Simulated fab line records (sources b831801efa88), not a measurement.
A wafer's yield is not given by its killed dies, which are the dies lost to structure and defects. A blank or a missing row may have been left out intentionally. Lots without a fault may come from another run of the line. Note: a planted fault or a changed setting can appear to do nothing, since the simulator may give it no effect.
2 desks looking at one fault + flow sky130 + numbers are kept per desk, each desk with only its own; the story behind them comes last

== FOR THE TOOL OWNER'S DESK: cvd w-02 ==
The tool's own readings at SKY_LI_CONTACT_CVD_21 (deposits W, target thk 400 nm, time 120.56 s): means of the sampled wafers that have a number, for each lot that ran on this tool. Any lot whose mean is over 4 standard deviations away from the usual mean is out of limits and marked OUT; that distance is given in the brackets.
Columns: A = chamber pressure Torr at SKY_LI_CONTACT_CVD_21, usual 39.98 Torr; B = heater power w at SKY_LI_CONTACT_CVD_21, usual 842 W
| lot  | first seen here | A                       | B   |
|------|-----------------|-------------------------|-----|
| L548 | day 29 21:04    | 40.05                   | 870 |
| L550 | day 30 10:56    | 39.99                   | 871 |
| L551 | day 30 23:13    | 39.89                   | 878 |
| L559 | day 33 04:17    | 21.43 (-99 or more) OUT | 884 |
| L560 | day 33 07:56    | 21.37 (-99 or more) OUT | 866 |
| L571 | day 36 08:25    | 39.99                   | 900 |
This desk's verdict: out of limits on L559, L560, starting with L559 at day 33 04:17 (chamber pressure Torr at SKY_LI_CONTACT_CVD_21). L548, L550, L551, L571 stayed within limits.

== METROLOGY DESK ==
What the gauges read, lot by lot, whatever tool the lot ran on: means of the sampled wafers that have a number. Any lot whose mean is over 4 standard deviations away from the usual mean is out of limits and marked OUT; that distance is given in the brackets.
Columns: A = SD_P_TW at SKY_SD_P_TW_MEAS_11, usual 2808; B = SD_P_RS at SKY_SD_N_RS_MEAS_17, usual 147.1 ohm/sq; C = LI_CONTACT_W_RS at SKY_LI_CONTACT_RS_MEAS_22, usual 0.287 ohm/sq; D = LI_CONTACT_W_THK at SKY_LI_CONTACT_THK_MEAS_23, usual 406 nm
| lot  | first seen here | A    | B     | C               | D             |
|------|-----------------|------|-------|-----------------|---------------|
| L548 | day 26 04:44    | 2769 | 147.6 | 0.289           | 410           |
| L550 | day 26 17:40    | 2829 | 147.3 | 0.293           | 398           |
| L551 | day 27 07:23    | 2826 | 147.4 | 0.289           | 406           |
| L552 | day 27 23:02    | 2841 | 146.8 | 0.288           | 404           |
| L559 | day 29 16:50    | 2790 | 147.0 | 0.391 (+33) OUT | 295 (-19) OUT |
| L560 | day 29 18:57    | 2795 | 147.5 | 0.389 (+33) OUT | 300 (-18) OUT |
| L563 | day 30 11:04    | 2780 | 147.2 | 0.283           | 415           |
| L564 | day 30 21:15    | 2815 | 147.3 | 0.284           | 412           |
| L568 | day 31 23:54    | 2785 | 146.8 | 0.289           | 406           |
| L570 | day 32 15:44    | 2774 | 146.8 | 0.285           | 402           |
| L571 | day 32 23:07    | 2773 | 146.9 | 0.287           | 407           |
Finding of this desk: L559, L560 out of limits, first seen on L559 at day 33 04:25 (LI_CONTACT_W_RS at SKY_LI_CONTACT_RS_MEAS_22). L548, L550, L551, L552, L563, L564, L568, L570, L571 stayed within limits.

== PUT TOGETHER ==
The tool owner's desk had the chance to raise an alarm at day 33 04:17 on L559, L560.
Metrology desk: alarm possible at day 33 04:25 on L559, L560.
Every lot named ran SKY_LI_CONTACT_CVD_21 on cvd w-02.

== WHAT WAS PUT IN BY THE SIMULATOR ==
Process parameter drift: cvd w-02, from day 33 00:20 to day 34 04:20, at SKY_LI_CONTACT_CVD_21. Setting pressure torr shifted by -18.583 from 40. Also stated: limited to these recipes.
Lots struck among those shown: L559, L560.
Time in hours from fault onset to the first out-of-limits reading at each desk: tool owner's desk 4, metrology desk 4.
